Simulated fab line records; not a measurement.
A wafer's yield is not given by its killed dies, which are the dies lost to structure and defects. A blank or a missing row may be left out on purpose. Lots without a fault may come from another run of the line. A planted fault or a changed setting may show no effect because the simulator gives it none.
Comparing a struck lot with a sound one    flow sky130    32 out of 708 route steps
Sound: these wafers, L955.1, L955.3, L955.5. Wafers struck: L960.1, L960.6. The cause is given at the end.
Per side, at each step with rows, come the tool, then ch with its chambers, and then its first start. Under that, the readings that differ: sound wafers    struck wafers    difference of the means    sigmas: that difference in standard deviations of wafers without a fault.
alike: readings whose means differ by less than 2 such deviations, and words and numbers that are the same on both sides. not compared: withheld readings, readings that some wafer has no value for, bounds like >300 that may hide the same value, and numbers for which the record gives no deviation and whose values overlap.
The two part at a step that has a row with sigmas, a row that says differs or no value, or rows on one side only. Non-overlapping numbers with no deviation appear without sigmas and do not part them. Lack of a reading on every wafer of one side parts them only where that side has two or more wafers.

first, 5 steps without rows for these wafers: SKY_CONTACT_STRIP_20 (strips in post etch residue remover, time 1200 s); SKY_CONTACT_CLEAN_21 (cleans in IPA, time 180 s); SKY_CONTACT_CLEAN_22 (cleans in O3/DIW); SKY_CONTACT_SPUTTER_23 (material TiN, target thk 20 nm, time 80 s); SKY_CONTACT_CVD_24 (deposits W, target thk 340 nm, time 102.12 s).
SKY_CONTACT_RS_MEAS_25: measurement is done with a four-point probe.
  struck on film-metro-01, day 34 22:49; sound on film-metro-03, day 33 13:13
reading                sound              struck       difference  sigmas
CONTACT_W_RS (ohm/sq)  0.332 0.332 0.334  0.343 0.344  +0.011      +3
SKY_CONTACT_THK_MEAS_26: measures by xrf.
  struck on film-metro-01, day 34 22:56; sound on film-metro-03, day 33 13:20
reading             sound        struck   difference  sigmas
CONTACT_W_THK (nm)  330 329 326  316 317  -12         -2
then, 1 step without rows for these wafers: SKY_CONTACT_CMP_27 (polishes, stops on SiO2, t overpolish 15 s, target thk 0 nm).
SKY_METAL1_SPUTTER_00: material Ti, target thk 15 nm, time 10 s.
  struck on pvd-sputter-04, day 34 23:18; sound on pvd-sputter-04, day 33 13:43
  alike: chamber-pressure-pa, throttle-valve-pct
SKY_METAL1_SPUTTER_01: material TiN, target thk 20 nm, time 16.7 s.
  struck on pvd-sputter-04, day 34 23:19; sound on pvd-sputter-04, day 33 13:44
  alike: chamber-pressure-pa, throttle-valve-pct
SKY_METAL1_SPUTTER_02: material AlCu, target thk 250 nm, time 13.3 s.
  struck on pvd-sputter-04, day 34 23:21; sound on pvd-sputter-04, day 33 13:45
  alike: chamber-pressure-pa, throttle-valve-pct
then, 1 step without rows for these wafers: SKY_METAL1_SPUTTER_03 (material Ti, target thk 5 nm, time 3.3 s).
SKY_METAL1_SPUTTER_04: material TiN, target thk 70 nm, time 58.3 s.
  struck on pvd-sputter-04, day 34 23:23; sound on pvd-sputter-04, day 33 13:48
reading                                     sound              struck       difference  sigmas
model.TiN_of_METAL1_SPUTTER_04.thk-nm (nm)  71.59 70.95 70.38  76.84 77.02  +5.96       
  alike: chamber-pressure-pa, throttle-valve-pct
SKY_METAL1_RS_MEAS_05: measurement is done with a four-point probe.
  struck on film-metro-02, day 34 23:26; sound on film-metro-04, day 33 13:51
  alike: METAL1_ALCU_RS
SKY_METAL1_THK_MEAS_06: measures by xrf.
  struck on film-metro-02, day 34 23:34; sound on film-metro-04, day 33 13:58
  alike: METAL1_ALCU_THK
then, 8 steps without rows for these wafers: SKY_METAL1_DEHYDRATE_07 (time 60 s); SKY_METAL1_HMDS_08 (prime time 60 s); SKY_METAL1_COAT_09 (resist thk 60 nm); SKY_METAL1_COAT_10 (resist thk 450 nm); SKY_METAL1_SOFTBAKE_11 (time 90 s); SKY_METAL1_EXPOSE_12 (exposes mask MM1, target cd 140 nm); SKY_METAL1_PEB_13; SKY_METAL1_DEVELOP_14 (develop time 60 s).
SKY_METAL1_CD_MEAS_15: target cd 140 nm.
  struck on cd-sem-01, day 36 01:58; sound on cd-sem-01, day 34 15:51
reading     sound              struck       difference  sigmas
cd-nm (nm)  142.4 142.3 141.5  138.6 139.9  -2.8        -2
SKY_METAL1_OVL_MEAS_16:
  struck on overlay-01, day 36 02:05; sound on overlay-02, day 34 15:58
  alike: METAL1_OVL
SKY_METAL1_DESCUM_17: chemistry O2, time 8 s.
  sound on rie-metal-01 ch 0,1, day 34 16:01; struck on rie-metal-01 ch 0,1, day 36 02:07
  alike: drypump-motor-current-A, he-backside-leak-sccm, oes-product-au
  not compared: rf-hours-counter-h
SKY_METAL1_ETCH_18: etches BARC in N2/H2, stops on SiO2, time 45.9 s, target depth 60 nm.
  sound on rie-metal-01 ch 0,1, day 34 16:02; struck on rie-metal-01 ch 0,1, day 36 02:09
  alike: drypump-motor-current-A, he-backside-leak-sccm, oes-product-au, throttle-valve-pct
  not compared: rf-hours-counter-h
then, 2 steps without rows for these wafers: SKY_METAL1_METAL_ETCH_19 (etches the open film in Cl2/BCl3, stops on SiO2, target depth 360 nm, time 78 s); SKY_METAL1_STRIP_20 (strips in O2/N2).
SKY_METAL1_STRIP_21: strips in post etch residue remover, time 1200 s.
  sound on wet-bench-02 ch 0, day 34 16:17; struck on wet-bench-04 ch 1, day 36 02:25
reading                                     sound              struck      difference  sigmas
model.TiN_of_METAL1_SPUTTER_04.thk-nm (nm)  71.18 70.53 69.96  76.42 76.6  +5.95       
then, 2 steps without rows for these wafers: SKY_METAL1_CLEAN_22 (cleans in IPA, time 180 s); SKY_PAD_OPEN_PROBE_99.

WHERE THEY PART
Last at SKY_METAL1_CD_MEAS_15 as far as this record goes, first at SKY_CONTACT_RS_MEAS_25. Later steps at which nothing parts them and some readings are alike: SKY_METAL1_OVL_MEAS_16, SKY_METAL1_DESCUM_17, SKY_METAL1_ETCH_18.

WHY: what the simulator had put in
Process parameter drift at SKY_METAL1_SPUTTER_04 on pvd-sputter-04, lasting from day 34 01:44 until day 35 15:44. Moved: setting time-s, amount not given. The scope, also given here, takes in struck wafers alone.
